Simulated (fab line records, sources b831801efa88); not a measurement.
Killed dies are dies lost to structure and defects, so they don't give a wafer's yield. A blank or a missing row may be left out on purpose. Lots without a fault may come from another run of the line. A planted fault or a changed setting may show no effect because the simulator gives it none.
Which tool did it? | flow sky130 | 12 lots, 36 wafers sampled, at 4 steps of a route of 708

WHAT THE GAUGES READ, wafer by wafer
SKY_SONOS_TUNNEL_TW_MEAS_12.
lot  | measured     | on            | SONOS_TUNNEL_TW
L458 | day 11 20:57 | film_metro-04 | 197.4 198.3 198.5
L459 | day 12 08:58 | film_metro-03 | 194.7 195.1 195.3
L460 | day 12 12:34 | film_metro-03 | 194.9 196.0 195.2
L462 | day 13 03:34 | film_metro-01 | 199.1 198.7 199.3
L463 | day 13 12:43 | film_metro-03 | 239.3 238.8 239.4
L464 | day 14 00:54 | film_metro-04 | 242.8 242.6 243.7
L471 | day 16 01:35 | film_metro-04 | 241.1 240.8 240.2
L475 | day 17 15:42 | film_metro-01 | 198.8 199.3 199.0
L476 | day 17 20:23 | film_metro-04 | 198.9 196.9 196.3
L478 | day 18 14:28 | film_metro-04 | 196.7 197.2 196.8
L479 | day 19 04:38 | film_metro-04 | 196.7 197.2 197.2
L480 | day 19 17:10 | film_metro-01 | 197.4 196.8 196.5

SKY_METAL2_OVL_MEAS_16.
lot  | measured     | on         | METAL2_OVL (nm)
L458 | day 35 21:02 | overlay-01 | 1 -5 -6
L459 | day 36 01:37 | overlay-02 | -2 -7 -3
L460 | day 36 15:41 | overlay-01 | 0 1 -4
L462 | day 37 03:28 | overlay-01 | -1 -2 0
L463 | day 37 10:01 | overlay-02 | 3 -11 5
L464 | day 37 23:05 | overlay-01 | 8 3 2
L471 | day 39 20:47 | overlay-01 | -6 -5 -10
L475 | day 41 01:35 | overlay-01 | -5 -2 -7
L476 | day 41 03:11 | overlay-01 | -7 0 -6
L478 | day 41 23:03 | overlay-01 | 1 8 11
L479 | day 42 05:32 | overlay-02 | -8 -5 -3
L480 | day 42 16:20 | overlay-02 | 0 -5 -3

WHICH TOOL RAN EACH LOT (tool, then ch and the chambers of the sampled wafers, then the start)
lot  | SKY_SONOS_TUNNEL_IMPLANT_09     | SKY_CONTACT_ETCH_18
L458 | implanter-04 ch 0, day 11 20:32 | rie_diel-01 ch 0,2, day 35 21:02 or earlier
L459 | implanter-01 ch 0, day 12 08:32 | rie_diel-02 ch 0,1, day 36 01:37 or earlier
L460 | implanter-01 ch 0, day 12 12:08 | rie_diel-01 ch 2,3, day 36 15:41 or earlier
L462 | implanter-02 ch 0, day 13 03:08 | rie_diel-03 ch 1,2,3, day 37 03:28 or earlier
L463 | implanter-01 ch 0, day 13 11:40 | rie_diel-02 ch 0,1,2, day 37 10:01 or earlier
L464 | implanter-01 ch 0, day 13 23:49 | rie_diel-01 ch 1,2, day 37 23:05 or earlier
L471 | implanter-04 ch 0, day 16 00:53 | rie_diel-02 ch 0,3, day 39 20:47 or earlier
L475 | implanter-01 ch 0, day 17 15:17 | rie_diel-02 ch 0,2,3, day 41 01:35 or earlier
L476 | implanter-04 ch 0, day 17 19:47 | rie_diel-03 ch 1,2,3, day 41 03:11 or earlier
L478 | implanter-04 ch 0, day 18 14:05 | rie_diel-01 ch 0,3, day 41 23:03 or earlier
L479 | implanter-04 ch 0, day 19 04:13 | rie_diel-01 ch 0,1, day 42 05:32 or earlier
L480 | implanter-04 ch 0, day 19 16:44 | rie_diel-02 ch 0,3, day 42 16:20 or earlier
- SKY_SONOS_TUNNEL_IMPLANT_09
- SKY_CONTACT_ETCH_18: etches Si3N4 in CHF3/O2, stops on TiN, time 39 s, target depth 75 nm.

WHAT THE TOOLS THEMSELVES READ (means of the sampled wafers that have a number; where no wafer has one, the mark that the record gives instead)
SKY_CONTACT_ETCH_18.
lot  | tool        | chf3_flow_sccm (sccm) | drypump_motor_current_A (A) | oes_product_au (a.u.) | throttle_valve_pct (%)
L458 | rie_diel-01 | 50.07                 | 5.5                         | 0.852                 | 8.794
L459 | rie_diel-02 | 50.04                 | 5.8                         | 0.850                 | 8.796
L460 | rie_diel-01 | 49.97                 | 5.8                         | 0.858                 | 8.789
L462 | rie_diel-03 | 49.93                 | 5.9                         | 0.848                 | 8.792
L463 | rie_diel-02 | 49.97                 | 5.8                         | 0.857                 | 8.800
L464 | rie_diel-01 | 50.04                 | 5.4                         | 0.859                 | 8.803
L471 | rie_diel-02 | 50.01                 | 5.9                         | 0.867                 | 8.797
L475 | rie_diel-02 | 50.15                 | 5.9                         | 0.865                 | 8.784
L476 | rie_diel-03 | 50.12                 | 5.9                         | 0.856                 | 8.800
L478 | rie_diel-01 | 50.02                 | 5.7                         | 0.862                 | 8.801
L479 | rie_diel-01 | 49.96                 | 5.5                         | 0.866                 | 8.796
L480 | rie_diel-02 | 50.14                 | 6.0                         | 0.865                 | 8.790

THE ANSWER, worked out from the rows above alone
Rule: what is usual is taken from the lots themselves. Put in order of their means at a reading, lots are off if they are a third of the lots or fewer, leave a main group of 4 or more, and stand apart from it by a gap of 3 or more times the standard deviation of the main group's means; of several such gaps the widest counts. A main group whose means are all the same, to the digits that the tables above print for the reading, isn't used. A lot without any number at a reading at which 4 lots or more have one is off too. The other lots that the step has rows for count as sound. The gauges are gone through in route order, then the tools' own readings, and for those a lot's mean is taken as printed above. The first step at which some lot is off is used, and at that step the reading that is off furthest; a lot without a number counts as furthest.
Off: L463, L464, L471, at SKY_SONOS_TUNNEL_TW_MEAS_12 (SONOS_TUNNEL_TW). The main group: mean 197.2, standard deviation 1.3.
A tool fits if, at a process step before that reading, it ran every lot that is off, and no sound lot after the first of them. The gauges at SKY_SONOS_TUNNEL_TW_MEAS_12 are tried like those tools. None of those tried fits.

WHAT THE SIMULATOR HAD PUT IN
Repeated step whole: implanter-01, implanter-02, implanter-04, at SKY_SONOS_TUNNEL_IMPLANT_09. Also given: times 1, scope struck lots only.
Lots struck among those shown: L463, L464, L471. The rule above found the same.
